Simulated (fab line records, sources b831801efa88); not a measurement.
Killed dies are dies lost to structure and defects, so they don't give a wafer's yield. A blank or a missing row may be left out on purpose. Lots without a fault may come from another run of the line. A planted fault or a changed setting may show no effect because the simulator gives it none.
fab line records | flow gf180mcu | part 1 of 2: steps 1 to 24 of 36
record lots=5 wafers=15 last_day=33
route steps=602 shown HV_LDD@222 NSD@235 PSD@248
lots that met no fault: from a run of the same line without faults
start_h: hours from the record's first day to the start of the lot's first wafer shown | wait_h: hours since the lot's step before | " the same as in the row above | L1.1+2: a row that stands for several wafers | - no value, or no start given | * or withheld: withheld | < > ~ a bound
route shown NAME@n: a module of which the file shows steps, and the number in the route of the first | usual: mean/standard deviation of fault-free wafers | same: alike in all rows | chamber/n: place in a boat | sites: the reading at each site | _std_site: their standard deviation | _edge_site: outer sites' mean less inner sites' | radius_mm: how far each site lies from the wafer's centre | mask NAME#n: copy n | behind: the tool/chamber that last shaped the wafer | hold: why the lot was held/for how many hours/how that ended | device: the transistor (n, p or np) that didn't switch | end of line: the same wafers' tests at the end of the route | a step without rows: its recipe alone | killed: dies lost to structure and defects at the first sort, not the wafer's yield | map: a wafer's dies, x killed, . not, _ none there
set.NAME: the setting as run; set.NAME@STEP: as run at that earlier step | model.NAME: the simulator's own value behind a step, which no gauge read
lots at some steps of the route; a table a step, a row a wafer
services: from which hour (start_h, from the record's first day; less than 0 if before it) a tool's chamber was out of use, for how many hours, and why
## steps
# step GF_HV_LDD_CD_MEAS_46
# recipe target_cd_nm=400
# usual cd_nm=400.1/2.9
# columns lot.wafer tool chamber start_h wait_h cd_nm
L074.2 cd_sem-02 - 271.62 0.1 397.9
L074.3 " - " " 397.1
L074.4 " - " " 397.8
L077.2 cd_sem-01 - 298.82 0.1 399.3
L077.4 " - " " 400.3
L077.6 " - " " 395.9
L089.4 cd_sem-02 - 393.41 0.1 397.0
L089.5 " - " " 397.4
L089.6 " - " " 399.1
L091.1 cd_sem-02 - 410.74 0.1 392.8
L091.2 " - " " 397.3
L091.5 " - " " 396.9
L094.1 cd_sem-01 - 432.19 0.1 399.0
L094.3 " - " " 396.8
L094.4 " - " " 398.1
# step GF_HV_LDD_OVL_MEAS_47
# usual HV_LDD_03_OVL=-0.5/1.3
# columns lot.wafer tool chamber start_h wait_h HV_LDD_03_OVL[nm]
L074.2 overlay-02 - 271.72 0.1 -2.4
L074.3 " - " " -1.7
L074.4 " - " " -2.3
L077.2 overlay-01 - 298.93 0.1 -0.7
L077.4 " - " " -0.5
L077.6 " - " " -0.7
L089.4 overlay-02 - 393.48 0.1 0.6
L089.5 " - " " 1.1
L089.6 " - " " 3.0
L091.1 overlay-01 - 410.86 0.1 -1.9
L091.2 " - " " -1.4
L091.5 " - " " -1.3
L094.1 overlay-02 - 432.31 0.1 -1.9
L094.3 " - " " 0.5
L094.4 " - " " -0.8
# step GF_HV_LDD_IMPLANT_48
# recipe species=B energy_kev=25 dose_cm2=3e+13 tilt_deg=7
# columns lot.wafer tool chamber start_h wait_h
L074.2+3+4 implanter-02 0 271.78 0.0
L077.2+4+6 implanter-03 0 298.99 0.0
L089.4+5+6 implanter-02 0 393.58 0.1
L091.1+2+5 implanter-04 0 410.89 0.0
L094.1+3+4 implanter-02 0 432.34 0.0
# step GF_HV_LDD_STRIP_49
# recipe chemistry=O2/N2 power_w=1400 pressure_mtorr=1500 platen_temp_c=250 o2_flow_sccm=3000 n2_flow_sccm=300 overash_fraction=0.5
# usual drypump_motor_current_A=5.89/0.24 heater_power_w=354/32 o2_flow_sccm=3001/7.8 oes_product_au=0.716/0.005 strip_time_to_endpoint_s=12.64/0.036
# columns lot.wafer tool chamber start_h wait_h drypump_motor_current_A heater_power_w o2_flow_sccm oes_product_au rf_hours_counter_h strip_time_to_endpoint_s
L074.2 plasma_asher-03 1 271.92 0.1 5.24 291 2991 0.719 64 12.56
L074.3 " 0 " " 6.06 321 2995 0.720 - 12.56
L074.4 " 1 " " 5.27 293 3013 0.712 - 12.56
L077.2 plasma_asher-02 1 299.11 0.1 6.14 378 2982 0.718 47 12.63
L077.4 " 0 " " 5.91 346 2997 0.709 - 12.66
L077.6 " 1 " " 6.11 376 2990 0.714 - 12.69
L089.4 plasma_asher-03 1 393.69 0.1 5.25 292 3003 0.709 - 12.66
L089.5 " 1 " " 5.21 289 3000 0.726 - 12.59
L089.6 " 0 " " 6.00 339 3006 0.706 - 12.60
L091.1 plasma_asher-02 0 411.04 0.1 5.94 344 2998 0.720 60 12.65
L091.2 " 1 " " 6.14 379 3001 0.718 60 12.61
L091.5 " 0 " " 5.93 341 2995 0.721 - 12.64
L094.1 plasma_asher-04 1 432.49 0.1 5.96 403 3008 0.713 79 12.64
L094.3 " 1 " " 5.97 398 3007 0.721 - 12.71
L094.4 " 0 " " 5.86 343 2998 0.715 - 12.70
# step GF_HV_LDD_TW_MEAS_50
# usual HV_LDD_4_TW=569/4.7
# columns lot.wafer tool chamber start_h wait_h HV_LDD_4_TW
L074.2 film_metro-04 - 272.03 0.1 569
L074.3 " - " " 572
L074.4 " - " " 570
L077.2 film_metro-04 - 299.22 0.1 570
L077.4 " - " " 568
L077.6 " - " " 568
L089.4 film_metro-02 - 393.78 0.1 570
L089.5 " - " " 570
L089.6 " - " " 569
L091.1 film_metro-02 - 411.14 0.1 569
L091.2 " - " " 569
L091.5 " - " " 568
L094.1 film_metro-02 - 432.59 0.1 571
L094.3 " - " " 573
L094.4 " - " " 573
# step GF_HV_LDD_CLEAN_51
# recipe chemistry=SC1/SC2 mix=1:4:20 temp_c=70 time_s=150 dry=n2_spin
# usual bath_heat_duty_pct=14.5/1.4
# columns lot.wafer tool chamber start_h wait_h bath_heat_duty_pct
L074.2 wet_bench-04 0 272.08 0.0 14.5
L074.3 " 0 " " 15.3
L074.4 " 0 " " 14.9
L077.2 wet_bench-04 0 299.27 0.0 15.0
L077.4 " 0 " " 14.1
L077.6 " 0 " " 14.9
L089.4 wet_bench-02 0 393.81 0.0 16.8
L089.5 " 0 " " 15.4
L089.6 " 0 " " 16.8
L091.1 wet_bench-04 1 411.20 0.1 12.5
L091.2 " 1 " " 12.8
L091.5 " 1 " " 13.1
L094.1 wet_bench-04 0 432.65 0.1 13.4
L094.3 " 0 " " 15.1
L094.4 " 0 " " 14.4
# step GF_HV_LDD_RTA_52
# recipe temp_c=1000 time_s=10 ambient=N2
# usual lamp_power_pct=27.9/1.5 wafer_temp_C_max=1004.2/0.87
# columns lot.wafer tool chamber start_h wait_h lamp_power_pct wafer_temp_C_max
L074.2 rtp_anneal-02 0 272.15 0.0 29.1 1003.1
L074.3 " 0 " " 29.1 1004.0
L074.4 " 0 " " 29.2 1005.9
L077.2 rtp_anneal-01 0 299.34 0.0 26.1 1004.4
L077.4 " 0 " " 26.1 1004.7
L077.6 " 0 " " 26.0 1003.1
L089.4 rtp_anneal-02 0 393.90 0.0 29.2 1003.0
L089.5 " 0 " " 29.1 1002.9
L089.6 " 0 " " 29.2 1003.9
L091.1 rtp_anneal-01 0 411.30 0.0 26.1 1003.6
L091.2 " 0 " " 26.0 1004.2
L091.5 " 0 " " 26.1 1004.1
L094.1 rtp_anneal-02 0 432.70 0.0 29.2 1004.5
L094.3 " 0 " " 29.2 1003.8
L094.4 " 0 " " 29.2 1003.7
# step GF_HV_LDD_RS_MEAS_53
# recipe thk_meas_gauge=four-point-probe
# usual HV_LDD_RS=418.3/1
# columns lot.wafer tool chamber start_h wait_h HV_LDD_RS[ohm/sq]
L074.2 film_metro-02 - 272.22 0.1 417.6
L074.3 " - " " 416.9
L074.4 " - " " 417.9
L077.2 film_metro-04 - 299.42 0.1 418.3
L077.4 " - " " 417.4
L077.6 " - " " 417.5
L089.4 film_metro-04 - 393.99 0.1 419.0
L089.5 " - " " 416.7
L089.6 " - " " 418.4
L091.1 film_metro-04 - 411.37 0.1 418.6
L091.2 " - " " 418.6
L091.5 " - " " 418.5
L094.1 film_metro-02 - 432.77 0.1 417.3
L094.3 " - " " 416.9
L094.4 " - " " 417.7
# step GF_HV_LDD_CVD_54
# recipe material=SiO2 target_thk_nm=10 precursor=TEOS temp_c=680 time_s=75 pressure_mtorr=400
# usual zone_power_centre_pct=10.0/1 zone_power_upper_pct=10.2/0.66
# columns lot.wafer tool chamber start_h wait_h zone_power_centre_pct zone_power_upper_pct
L074.2 lpcvd-01 0 272.32 0.1 10.9 10.8
L074.3 " 0 " " 10.9 10.9
L074.4 " 0 " " 11.0 11.0
L077.2 lpcvd-01 1 299.52 0.1 9.5 9.8
L077.4 " 1 " " 9.6 10.1
L077.6 " 1 " " 9.6 9.9
L089.4 lpcvd-01 0 394.05 0.0 11.1 11.2
L089.5 " 0 " " 11.1 11.2
L089.6 " 0 " " 11.1 11.0
L091.1 lpcvd-01 1 411.49 0.1 9.7 10.0
L091.2 " 1 " " 9.6 10.0
L091.5 " 1 " " 9.5 10.0
L094.1 lpcvd-01 1 432.89 0.1 9.5 10.0
L094.3 " 1 " " 9.7 9.9
L094.4 " 1 " " 9.7 9.8
# step GF_HV_LDD_THK_MEAS_55
# recipe reads=SiO2_of_HV_LDD_CVD_54
# usual HV_LDD_CVD_54_THK=9.98/0.098
# columns lot.wafer tool chamber start_h wait_h HV_LDD_CVD_54_THK[nm]
L074.2 film_metro-02 - 273.35 0.0 10.07
L074.3 " - " " 10.06
L074.4 " - " " 9.96
L077.2 film_metro-04 - 300.55 0.0 9.95
L077.4 " - " " 9.98
L077.6 " - " " 10.11
L089.4 film_metro-02 - 395.10 0.0 9.98
L089.5 " - " " 10.06
L089.6 " - " " 10.06
L091.1 film_metro-02 - 412.51 0.0 9.91
L091.2 " - " " 9.97
L091.5 " - " " 9.93
L094.1 film_metro-02 - 433.91 0.0 9.85
L094.3 " - " " 9.95
L094.4 " - " " 9.90
# step GF_HV_LDD_CVD_56
# recipe material=Si3N4 precursor=DCS/NH3 target_thk_nm=90 temp_c=770 time_s=1543 pressure_mtorr=250
# usual zone_power_centre_pct=12.0/1.2 zone_power_upper_pct=12.6/0.66
# columns lot.wafer tool chamber start_h wait_h zone_power_centre_pct zone_power_upper_pct
L074.2 lpcvd-01 1 273.40 0.0 12.0 12.5
L074.3 " 1 " " 11.9 12.7
L074.4 " 1 " " 12.2 12.5
L077.2 lpcvd-02 1 300.60 0.0 10.8 12.9
L077.4 " 1 " " 10.7 12.9
L077.6 " 1 " " 10.8 12.7
L089.4 lpcvd-01 0 395.13 0.0 13.9 14.0
L089.5 " 0 " " 13.9 14.0
L089.6 " 0 " " 14.1 14.0
L091.1 lpcvd-01 0 412.57 0.1 13.6 14.2
L091.2 " 0 " " 13.9 13.9
L091.5 " 0 " " 13.9 14.0
L094.1 lpcvd-02 0 433.97 0.1 13.7 11.7
L094.3 " 0 " " 13.8 11.5
L094.4 " 0 " " 13.3 11.5
# step GF_HV_LDD_THK_MEAS_57
# recipe reads=Si3N4_of_HV_LDD_CVD_56
# usual HV_LDD_CVD_56_THK=90.1/0.59
# columns lot.wafer tool chamber start_h wait_h HV_LDD_CVD_56_THK[nm]
L074.2 film_metro-01 - 274.84 0.0 90.9
L074.3 " - " " 91.0
L074.4 " - " " 90.3
L077.2 film_metro-02 - 302.04 0.0 90.1
L077.4 " - " " 90.2
L077.6 " - " " 90.5
L089.4 film_metro-02 - 396.59 0.0 90.4
L089.5 " - " " 90.6
L089.6 " - " " 89.7
L091.1 film_metro-02 - 414.00 0.0 90.7
L091.2 " - " " 90.2
L091.5 " - " " 90.9
L094.1 film_metro-02 - 435.40 0.0 90.5
L094.3 " - " " 89.7
L094.4 " - " " 91.3
# step GF_HV_LDD_ETCHBACK_58
# recipe chemistry=CH3F/O2 target=Si3N4 stop_on=SiO2 source_w=400 bias_w=80 pressure_mtorr=25 ch3f_flow_sccm=40 O2_flow_sccm=30 time_s=100 target_depth_a=900
# usual drypump_motor_current_A=5.6/0.31 oes_product_au=0.843/0.0056 throttle_valve_pct=10.560/0.0095
# columns lot.wafer tool chamber start_h wait_h drypump_motor_current_A oes_product_au rf_hours_counter_h throttle_valve_pct
L074.2 rie_diel-01 1 274.89 0.0 5.7 0.846 83 10.553
L074.3 " 3 " " 5.3 0.843 2 10.568
L074.4 " 2 " " 5.3 0.839 3 10.567
L077.2 rie_diel-03 1 302.09 0.0 5.2 0.837 2 10.559
L077.4 " 3 " " 5.8 0.849 110 10.555
L077.6 " 3 " " 5.8 0.840 - 10.570
L089.4 rie_diel-03 1 396.65 0.1 5.3 0.844 - 10.565
L089.5 " 0 " " 5.7 0.845 - 10.573
L089.6 " 2 " " 5.4 0.844 - 10.562
L091.1 rie_diel-03 2 414.06 0.1 5.5 0.843 50 10.554
L091.2 " 0 " " 5.7 0.838 86 10.560
L091.5 " 2 " " 5.4 0.848 - 10.551
L094.1 rie_diel-03 3 435.46 0.1 5.7 0.841 1 10.588
L094.3 " 1 " " 5.2 0.846 5 10.557
L094.4 " 0 " " 5.7 0.843 87 10.554
# step GF_NSD_DEHYDRATE_00
# recipe temp_c=200 time_s=60
# usual exhaust_pa=45.2/0.91
# columns lot.wafer tool chamber start_h wait_h exhaust_pa
L074.2 litho_track-04 0 283.46 8.5 45.7
L074.3 " 0 " " 45.2
L074.4 " 0 " " 43.8
L077.2 litho_track-01 0 311.98 9.9 43.5
L077.4 " 0 " " 46.8
L077.6 " 0 " " 45.3
L089.4 litho_track-03 0 407.88 11.2 45.4
L089.5 " 0 " " 46.7
L089.6 " 0 " " 44.4
L091.1 litho_track-04 0 425.39 11.3 44.5
L091.2 " 0 " " 45.9
L091.5 " 0 " " 45.4
L094.1 litho_track-01 0 446.85 11.4 44.8
L094.3 " 0 " " 44.7
L094.4 " 0 " " 45.2
# step GF_NSD_HMDS_01
# recipe prime_time_s=60 prime_temp_c=120
# usual exhaust_pa=45.0/0.82
# columns lot.wafer tool chamber start_h wait_h exhaust_pa
L074.2 litho_track-04 0 283.61 0.1 44.4
L074.3 " 0 " " 45.3
L074.4 " 0 " " 45.5
L077.2 litho_track-01 0 312.13 0.1 46.9
L077.4 " 0 " " 44.7
L077.6 " 0 " " 46.0
L089.4 litho_track-03 0 408.03 0.1 45.4
L089.5 " 0 " " 45.7
L089.6 " 0 " " 44.2
L091.1 litho_track-04 0 425.54 0.1 45.0
L091.2 " 0 " " 45.5
L091.5 " 0 " " 43.9
L094.1 litho_track-01 0 447.00 0.1 44.6
L094.3 " 0 " " 43.9
L094.4 " 0 " " 44.5
# step GF_NSD_COAT_02
# recipe resist=NOVOLAK spin_rpm=3000 resist_thk_nm=1000
# usual exhaust_pa=44.7/0.8
# columns lot.wafer tool chamber start_h wait_h exhaust_pa
L074.2 litho_track-04 0 283.76 0.1 45.5
L074.3 " 0 " " 44.2
L074.4 " 0 " " 44.7
L077.2 litho_track-01 0 312.28 0.1 46.1
L077.4 " 0 " " 44.7
L077.6 " 0 " " 45.5
L089.4 litho_track-03 0 408.18 0.1 44.2
L089.5 " 0 " " 44.4
L089.6 " 0 " " 46.2
L091.1 litho_track-04 0 425.69 0.1 44.8
L091.2 " 0 " " 43.6
L091.5 " 0 " " 44.4
L094.1 litho_track-01 0 447.15 0.1 45.7
L094.3 " 0 " " 44.5
L094.4 " 0 " " 45.6
# step GF_NSD_SOFTBAKE_03
# recipe temp_c=90 time_s=60 resist=NOVOLAK
# usual exhaust_pa=45.1/0.83
# columns lot.wafer tool chamber start_h wait_h exhaust_pa
L074.2 litho_track-04 0 283.91 0.1 44.2
L074.3 " 0 " " 45.8
L074.4 " 0 " " 45.0
L077.2 litho_track-01 0 312.43 0.1 44.3
L077.4 " 0 " " 44.2
L077.6 " 0 " " 45.2
L089.4 litho_track-03 0 408.33 0.1 45.2
L089.5 " 0 " " 44.6
L089.6 " 0 " " 43.9
L091.1 litho_track-04 0 425.84 0.1 47.1
L091.2 " 0 " " 45.8
L091.5 " 0 " " 46.2
L094.1 litho_track-01 0 447.30 0.1 44.9
L094.3 " 0 " " 43.9
L094.4 " 0 " " 45.6
# step GF_NSD_EXPOSE_04
# recipe mask_id=Nplus target_cd_nm=400 na=0.6 source_shape=conventional sigma_outer=0.6 dose_mj=140
# usual reticle_temp_C=22.95/0.12 stage_vel_mm_s=499.99/0.24
# columns lot.wafer tool chamber start_h wait_h mask reticle_temp_C stage_vel_mm_s
L074.2 iline_stepper-02 0 - - Nplus#0 23.18 499.57
L074.3 " 0 " " Nplus#0 23.03 499.86
L074.4 " 0 " " Nplus#0 23.06 499.94
L077.2 iline_stepper-02 0 - - Nplus#0 23.03 500.29
L077.4 " 0 " " Nplus#0 22.76 500.46
L077.6 " 0 " " Nplus#0 22.90 500.28
L089.4 iline_stepper-02 0 - - Nplus#0 23.19 499.96
L089.5 " 0 " " Nplus#0 23.09 499.66
L089.6 " 0 " " Nplus#0 23.09 499.88
L091.1 iline_stepper-01 0 - - Nplus#0 23.07 500.17
L091.2 " 0 " " Nplus#0 23.04 499.95
L091.5 " 0 " " Nplus#0 22.80 500.16
L094.1 iline_stepper-01 0 - - Nplus#0 22.98 500.06
L094.3 " 0 " " Nplus#0 22.93 500.04
L094.4 " 0 " " Nplus#0 23.13 500.01
# step GF_NSD_PEB_05
# recipe temp_c=withheld time_s=* resist=NOVOLAK
# usual exhaust_pa=45.1/0.93
# columns lot.wafer tool chamber start_h wait_h exhaust_pa
L074.2 litho_track-03 0 - - 46.0
L074.3 " 0 " " 45.5
L074.4 " 0 " " 45.1
L077.2 litho_track-01 0 - - 45.1
L077.4 " 0 " " 47.3
L077.6 " 0 " " 45.6
L089.4 litho_track-03 0 - - 45.0
L089.5 " 0 " " 44.2
L089.6 " 0 " " 45.6
L091.1 litho_track-01 0 - - 45.7
L091.2 " 0 " " 46.9
L091.5 " 0 " " 44.5
L094.1 litho_track-01 0 - - 43.2
L094.3 " 0 " " 45.2
L094.4 " 0 " " 43.6
# step GF_NSD_DEVELOP_06
# recipe develop_time_s=60 dev_temp_c=23
# usual developer_temp_C=23.02/0.1 exhaust_pa=44.9/0.78
# columns lot.wafer tool chamber start_h wait_h developer_temp_C exhaust_pa
L074.2 litho_track-03 0 293.93 0.1 23.21 43.9
L074.3 " 0 " " 23.13 45.4
L074.4 " 0 " " 22.95 44.6
L077.2 litho_track-01 0 322.88 0.1 23.09 44.9
L077.4 " 0 " " 23.06 44.8
L077.6 " 0 " " 23.13 43.7
L089.4 litho_track-03 0 420.23 0.1 22.99 44.6
L089.5 " 0 " " 22.91 45.5
L089.6 " 0 " " 22.95 43.6
L091.1 litho_track-01 0 438.15 0.1 23.13 44.8
L091.2 " 0 " " 23.15 44.7
L091.5 " 0 " " 23.07 45.6
L094.1 litho_track-01 0 459.55 0.1 23.01 44.8
L094.3 " 0 " " 22.81 45.4
L094.4 " 0 " " 23.15 44.8
# step GF_NSD_CD_MEAS_07
# recipe target_cd_nm=400
# usual cd_nm=400.2/2.1
# columns lot.wafer tool chamber start_h wait_h cd_nm
L074.2 cd_sem-02 - 294.07 0.1 400.1
L074.3 " - " " 400.6
L074.4 " - " " 399.3
L077.2 cd_sem-01 - 323.02 0.1 401.8
L077.4 " - " " 400.3
L077.6 " - " " 400.2
L089.4 cd_sem-01 - 420.36 0.1 398.7
L089.5 " - " " 397.8
L089.6 " - " " 398.9
L091.1 cd_sem-02 - 438.30 0.1 402.3
L091.2 " - " " 400.4
L091.5 " - " " 398.4
L094.1 cd_sem-02 - 459.70 0.1 400.1
L094.3 " - " " 400.8
L094.4 " - " " 400.8
# step GF_NSD_OVL_MEAS_08
# usual NSD_OVL=-0.1/1.5
# columns lot.wafer tool chamber start_h wait_h NSD_OVL[nm]
L074.2 overlay-02 - 294.18 0.1 1.6
L074.3 " - " " 0.7
L074.4 " - " " 1.6
L077.2 overlay-01 - 323.13 0.1 -0.6
L077.4 " - " " -1.7
L077.6 " - " " -0.3
L089.4 overlay-02 - 420.44 0.1 -1.2
L089.5 " - " " -1.3
L089.6 " - " " -1.4
L091.1 overlay-02 - 438.42 0.1 -0.7
L091.2 " - " " -0.1
L091.5 " - " " -0.3
L094.1 overlay-02 - 459.82 0.1 0.3
L094.3 " - " " 0.1
L094.4 " - " " 0.8
# step GF_NSD_IMPLANT_09
# recipe species=As energy_kev=60 dose_cm2=4e+15 tilt_deg=7
# columns lot.wafer tool chamber start_h wait_h
L074.2+3+4 implanter-01 0 294.24 0.0
L077.2+4+6 implanter-01 0 323.18 0.0
L089.4+5+6 implanter-03 0 420.53 0.1
L091.1+2+5 implanter-03 0 438.46 0.0
L094.1+3+4 implanter-02 0 459.86 0.0
# step GF_NSD_IMPLANT_10
# recipe species=P energy_kev=40 dose_cm2=5e+14 tilt_deg=7
# columns lot.wafer tool chamber start_h wait_h
L074.2+3+4 implanter-01 0 294.39 0.1
L077.2+4+6 implanter-01 0 323.33 0.1
L089.4+5+6 implanter-03 0 420.68 0.1
L091.1+2+5 implanter-03 0 438.61 0.1
L094.1+3+4 implanter-02 0 460.01 0.1
